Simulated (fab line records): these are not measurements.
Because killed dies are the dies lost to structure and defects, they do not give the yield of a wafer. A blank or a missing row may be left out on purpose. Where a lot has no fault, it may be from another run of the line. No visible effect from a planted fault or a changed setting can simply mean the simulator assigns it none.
Which tool is to blame? | flow sky130 | 39 wafers from 13 lots sampled at 3 of the route's 708 steps

WHAT THE GAUGES SHOWED, per wafer
SKY_VT_ADJUST_NCORE_CD_MEAS_07 targets a cd of 380 nm. Usual: 380.4 nm for cdNm, sd 2.5.
lot  | measured     | on       | cdNm (nm)         | flag
L246 | day 8 15:23  | cdSem-02 | 384.4 381.6 383.3 | 
L247 | day 8 22:35  | cdSem-01 | 379.9 382.4 380.0 | 
L252 | day 10 12:55 | cdSem-01 | 379.3 377.0 379.1 | 
L254 | day 11 01:02 | cdSem-02 | 378.7 377.3 377.9 | 
L255 | day 11 04:38 | cdSem-01 | 376.2 376.7 377.8 | 
L256 | day 11 08:52 | cdSem-01 | 381.7 381.6 382.4 | 
L260 | day 12 14:41 | cdSem-02 | 381.8 382.3 381.2 | 
L262 | day 13 06:11 | cdSem-01 | 377.0 377.6 375.8 | 
L264 | day 13 21:32 | cdSem-01 | 379.7 377.3 378.0 | 
L265 | day 14 05:01 | cdSem-01 | 378.3 379.8 378.3 | 
L266 | day 14 12:10 | cdSem-01 | 382.9 382.2 381.1 | 
L267 | day 14 21:47 | cdSem-01 | 384.6 380.9 382.1 | 
L269 | day 15 09:42 | cdSem-01 | 378.5 378.9 378.7 | 

SKY_POLY_GATE_THK_MEAS_04. Usual: POLY_GATE_CVD_03_THK gives 75.0 nm (standard deviation 0.8).
lot  | measured     | on           | POLY_GATE_CVD_03_THK (nm) | flag
L246 | day 15 03:55 | filmMetro-01 | 75.8 75.9 75.4            | 
L247 | day 15 13:51 | filmMetro-04 | 75.6 75.8 76.1            | 
L252 | day 17 18:13 | filmMetro-01 | 75.1 74.4 74.7            | 
L254 | day 18 08:51 | filmMetro-03 | 73.8 73.5 73.2            | 
L255 | day 18 08:51 | filmMetro-01 | 75.0 74.9 74.8            | 
L256 | day 18 16:50 | filmMetro-01 | 74.4 74.5 74.1            | 
L260 | day 20 04:04 | filmMetro-04 | 76.1 75.3 75.2            | 
L262 | day 20 23:17 | filmMetro-03 | 75.9 75.5 75.4            | 
L264 | day 21 18:10 | filmMetro-03 | 75.4 75.6 75.6            | 
L265 | day 22 03:53 | filmMetro-01 | 75.6 75.1 76.1            | 
L266 | day 22 05:34 | filmMetro-01 | 75.1 75.9 75.2            | 
L267 | day 23 09:17 | filmMetro-04 | 76.0 75.1 75.2            | 
L269 | day 23 12:01 | filmMetro-01 | 76.0 74.8 75.8            | 

TOOL THAT RAN EACH LOT (tool first, then ch and the chambers of the sampled wafers, then the start)
lot  | SKY_VT_ADJUST_HVTR_STRIP_10
L246 | plasmaAsher-01 ch 0,1, day 9 12:59
L247 | plasmaAsher-04 ch 0,1, day 9 20:20
L252 | plasmaAsher-04 ch 0,1, day 11 12:33
L254 | plasmaAsher-01 ch 0,1, day 12 01:41
L255 | plasmaAsher-04 ch 0,1, day 12 04:56
L256 | plasmaAsher-04 ch 0,1, day 12 09:02
L260 | plasmaAsher-01 ch 0,1, day 13 16:32
L262 | plasmaAsher-01 ch 0,1, day 14 08:02
L264 | plasmaAsher-02 ch 0,1, day 15 00:28
L265 | plasmaAsher-02 ch 0,1, day 15 08:31
L266 | plasmaAsher-02 ch 0,1, day 15 14:56
L267 | plasmaAsher-01 ch 0,1, day 16 02:09
L269 | plasmaAsher-04 ch 0,1, day 16 14:38
- SKY_VT_ADJUST_HVTR_STRIP_10: strips in O2/N2.

WHAT THE TOOLS THEMSELVES READ (means of the sampled wafers that have a number; where no wafer has one, the mark that the record gives instead)
SKY_VT_ADJUST_HVTR_STRIP_10. Usual: drypumpMotorCurrentA 5.6 A, standard deviation 0.51; oesProductAu 0.715 a.u., standard deviation 0.0049; stripTimeToEndpointS 14.19 s, standard deviation 0.04.
lot  | tool           | drypumpMotorCurrentA (A) | oesProductAu (a.u.) | stripTimeToEndpointS (s) | flag
L246 | plasmaAsher-01 | 6.3                      | 0.718               | 14.16                    | 
L247 | plasmaAsher-04 | 5.5                      | 0.716               | 14.20                    | 
L252 | plasmaAsher-04 | 5.5                      | 0.713               | 14.19                    | 
L254 | plasmaAsher-01 | 6.3                      | 0.717               | 14.25                    | 
L255 | plasmaAsher-04 | 5.5                      | 0.717               | 14.21                    | 
L256 | plasmaAsher-04 | 5.5                      | 0.715               | 14.13                    | 
L260 | plasmaAsher-01 | 6.2                      | 0.714               | 14.14                    | 
L262 | plasmaAsher-01 | 6.3                      | 0.713               | 14.16                    | 
L264 | plasmaAsher-02 | 5.4                      | 0.714               | 14.14                    | 
L265 | plasmaAsher-02 | 5.4                      | 0.715               | 14.22                    | 
L266 | plasmaAsher-02 | 5.2                      | 0.717               | 14.26                    | 
L267 | plasmaAsher-01 | 6.2                      | 0.716               | 14.19                    | 
L269 | plasmaAsher-04 | 5.5                      | 0.716               | 14.17                    | 

THE ANSWER, worked out from the rows above alone
Rule: take the mean of a lot's wafers that have a number; if it is more than 3 standard deviations from the usual mean, the lot is off. Also off: a lot with no number at a reading for which 4 or more lots have one. Any other lot the step has rows for is counted as sound. The gauges are gone through in route order, then the tools' own readings, and for those a lot's mean is taken as printed above. The first step at which some lot is off is used, and at that step the reading that is off furthest; a lot without a number counts as furthest.
No lot is off at any reading shown: from this, nothing can be told.

WHAT WAS PUT IN BY THE SIMULATOR
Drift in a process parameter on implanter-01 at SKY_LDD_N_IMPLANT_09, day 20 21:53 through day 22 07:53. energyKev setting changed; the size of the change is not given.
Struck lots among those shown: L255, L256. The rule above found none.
